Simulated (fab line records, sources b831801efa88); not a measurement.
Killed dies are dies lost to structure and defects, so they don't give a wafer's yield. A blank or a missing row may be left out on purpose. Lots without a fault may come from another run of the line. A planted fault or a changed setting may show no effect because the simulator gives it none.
Which tool did it? | flow sfq_line | 7 lots, 21 wafers sampled, at 2 steps of a route of 325

WHAT THE GAUGES READ, wafer by wafer
SFQ_M1_OVL_MEAS_911.
lot  | measured     | on         | M1_OVL (nm)
L640 | day 14 18:58 | overlay-02 | -2 -8 -1
L648 | day 18 15:53 | overlay-01 | 2 4 12
L654 | day 20 13:29 | overlay-01 | 2 0 8
L656 | day 21 13:02 | overlay-02 | 5 3 2
L658 | day 22 03:14 | overlay-02 | -1 -1 0
L660 | day 22 17:38 | overlay-01 | 3 -3 5
L662 | day 23 14:02 | overlay-01 | 8 6 8

WHICH TOOL RAN EACH LOT (tool, then ch and the chambers of the sampled wafers, then the start)
lot  | SFQ_TRILAYER_M0_STRIP_STRIP_025
L640 | rie_metal-02 ch 0,1, day 6 00:14
L648 | rie_metal-04 ch 0,1, day 8 07:11
L654 | rie_metal-02 ch 0,1, day 9 21:06
L656 | rie_metal-02 ch 0,1, day 10 09:06
L658 | rie_metal-02 ch 1, day 10 20:05
L660 | rie_metal-04 ch 0,1, day 11 07:54
L662 | rie_metal-04 ch 0,1, day 11 22:07
- SFQ_TRILAYER_M0_STRIP_STRIP_025: strips in O2.

THE ANSWER, worked out from the rows above alone
Rule: what is usual is taken from the lots themselves. Put in order of their means at a reading, lots are off if they are a third of the lots or fewer, leave a main group of 4 or more, and stand apart from it by a gap of 3 or more times the standard deviation of the main group's means; of several such gaps the widest counts. A main group whose means are all the same, to the digits that the tables above print for the reading, isn't used. A lot without any number at a reading at which 4 lots or more have one is off too. The other lots that the step has rows for count as sound.
No lot is off at any reading shown: from this, nothing can be told.

WHAT THE SIMULATOR HAD PUT IN
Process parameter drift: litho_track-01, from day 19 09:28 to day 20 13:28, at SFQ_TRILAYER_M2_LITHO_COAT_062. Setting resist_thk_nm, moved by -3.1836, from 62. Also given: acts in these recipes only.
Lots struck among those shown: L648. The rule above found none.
